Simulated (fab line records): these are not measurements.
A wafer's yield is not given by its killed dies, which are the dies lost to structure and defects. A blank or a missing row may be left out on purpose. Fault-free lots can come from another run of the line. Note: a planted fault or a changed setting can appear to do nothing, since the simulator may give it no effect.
Tool commonality check + flow sfq line + Sample size 16 lots and 60 wafers

## REASON FOR OPENING
Of 16 lots, 4 have the reading I5_OVL flagged at SFQ_I5_OVL_MEAS_936. No-fault wafers: -1 nm, standard deviation 4.9.
Rule: flag the lot when none of its wafers has a number, or when each of its wafers that has one lies beyond 4 standard deviations from that mean. All remaining lots are regarded as sound.

| lot  | measured     | on         | I5_OVL (nm), wafer by wafer | flag    |
|------|--------------|------------|-----------------------------|---------|
| L434 | day 68 10:43 | overlay-02 | 7 3 1                       |         |
| L435 | day 68 14:20 | overlay-02 | -6 -6 -4                    |         |
| L436 | day 69 21:41 | overlay-02 | -8 -7 -2                    |         |
| L437 | day 70 00:04 | overlay-02 | 3 -2 -2                     |         |
| L438 | day 70 03:40 | overlay-01 | -6 4 -2                     |         |
| L439 | day 70 17:00 | overlay-02 | -1 5 9                      |         |
| L440 | day 71 01:24 | overlay-02 | 1 -4 -3                     |         |
| L441 | day 71 06:12 | overlay-02 | -8 -14 -3                   |         |
| L442 | day 71 14:36 | overlay-01 | 148 145 146 148 144 145     | FLAGGED |
| L443 | day 72 11:10 | overlay-01 | 140 146 145 139 143 144     | FLAGGED |
| L445 | day 72 13:24 | overlay-02 | 140 140 139 140 138 139     | FLAGGED |
| L444 | day 72 15:48 | overlay-02 | 146 152 141 143 149 140     | FLAGGED |
| L452 | day 73 22:46 | overlay-01 | -1 1 2                      |         |
| L453 | day 74 09:24 | overlay-01 | -2 -11 -2                   |         |
| L454 | day 74 15:24 | overlay-01 | 3 2 5                       |         |
| L455 | day 74 18:59 | overlay-01 | -9 -4 -5                    |         |
The mean of the flagged lots' numbers is 143 nm, +144 nm from the usual (+29 standard deviations).

## TOOL THAT RAN EACH LOT
Before the reading, the record contains 2 process steps out of a 325-step route. Read each cell as the tool, then ch plus the chambers that the sampled wafers visited, then the start.
| lot  | flag    | SFQ_TRILAYER_R5_DEP_SPUTTER_134 | SFQ_TRILAYER_I5_LITHO_EXPOSE_145  |
|------|---------|---------------------------------|-----------------------------------|
| L434 |         | pvd sputter-03, day 56 04:29    | krf scanner-01 ch 0, day 68 09:13 |
| L435 |         | pvd sputter-03, day 56 08:06    | krf scanner-01 ch 0, day 68 13:13 |
| L436 |         | pvd sputter-03, day 57 17:50    | krf scanner-01 ch 0, day 69 20:22 |
| L437 |         | pvd sputter-05, day 57 21:25    | krf scanner-01 ch 0, day 69 22:34 |
| L438 |         | pvd sputter-03, day 58 01:01    | krf scanner-01 ch 0, day 70 02:10 |
| L439 |         | pvd sputter-05, day 58 17:49    | krf scanner-02 ch 0, day 70 15:42 |
| L440 |         | pvd sputter-05, day 59 03:38    | krf scanner-02 ch 0, day 71 00:06 |
| L441 |         | pvd sputter-05, day 59 10:38    | krf scanner-02 ch 0, day 71 04:42 |
| L442 | FLAGGED | pvd sputter-03, day 59 18:02    | krf scanner-02 ch 0, day 71 13:06 |
| L443 | FLAGGED | pvd sputter-04, day 60 14:08    | krf scanner-02 ch 0, day 72 10:06 |
| L445 | FLAGGED | pvd sputter-03, day 60 16:49    | krf scanner-02 ch 0, day 72 11:54 |
| L444 | FLAGGED | pvd sputter-05, day 60 19:12    | krf scanner-02 ch 0, day 72 14:18 |
| L452 |         | pvd sputter-04, day 63 00:19    | krf scanner-01 ch 0, day 73 21:28 |
| L453 |         | pvd sputter-04, day 69 06:12    | krf scanner-01 ch 0, day 74 08:05 |
| L454 |         | pvd sputter-03, day 69 13:51    | krf scanner-01 ch 0, day 74 14:05 |
| L455 |         | pvd sputter-05, day 70 00:13    | krf scanner-01 ch 0, day 74 17:29 |
What the steps here do:
- SFQ_TRILAYER_R5_DEP_SPUTTER_134: material Ti, target thk 5 nm, time 5 s.
- SFQ_TRILAYER_I5_LITHO_EXPOSE_145: exposes mask I5, target cd 700 nm.
- SFQ_I5_OVL_MEAS_936

## FLAGGED OVER TOTAL, TOOL BY TOOL (the gauges that took the reading come last)
| step                             | tool           | lots run | flagged | share of the flagged lots | sound lots run after its first flagged lot |
|----------------------------------|----------------|----------|---------|---------------------------|--------------------------------------------|
| SFQ_TRILAYER_R5_DEP_SPUTTER_134  | pvd sputter-03 | 7        | 2       | some                      | 1 (L454)                                   |
| SFQ_TRILAYER_R5_DEP_SPUTTER_134  | pvd sputter-04 | 3        | 1       | some                      | 2 (L452,L453)                              |
| SFQ_TRILAYER_R5_DEP_SPUTTER_134  | pvd sputter-05 | 6        | 1       | some                      | 1 (L455)                                   |
| SFQ_TRILAYER_I5_LITHO_EXPOSE_145 | krf scanner-01 | 9        | 0       | none                      | -                                          |
| SFQ_TRILAYER_I5_LITHO_EXPOSE_145 | krf scanner-02 | 7        | 4       | all                       | 0                                          |
| SFQ_I5_OVL_MEAS_936              | overlay-01     | 7        | 2       | some                      | 4 (L452,L453,L454,L455)                    |
| SFQ_I5_OVL_MEAS_936              | overlay-02     | 9        | 2       | some                      | 0                                          |

## WHAT THE TABLE ALLOWS
Rows of the table that ran each flagged lot: 1, that is krf scanner-02 at SFQ_TRILAYER_I5_LITHO_EXPOSE_145.
- krf scanner-02 at SFQ_TRILAYER_I5_LITHO_EXPOSE_145 ran 7 lots, 4 of them flagged. Last sound lot L441 at day 71 04:42, first flagged lot L442 at day 71 13:06; a fault beginning in between fits.
One tool is left: krf scanner-02 at SFQ_TRILAYER_I5_LITHO_EXPOSE_145.

## WHAT HAD BEEN PUT IN BY THE SIMULATOR
Scanner matching overlay: krf scanner-02, from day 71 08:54 on, at SFQ_TRILAYER_I5_LITHO_EXPOSE_145. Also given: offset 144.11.
Struck lots among those shown: L442, L443, L445, L444. The same result came from the rule above.
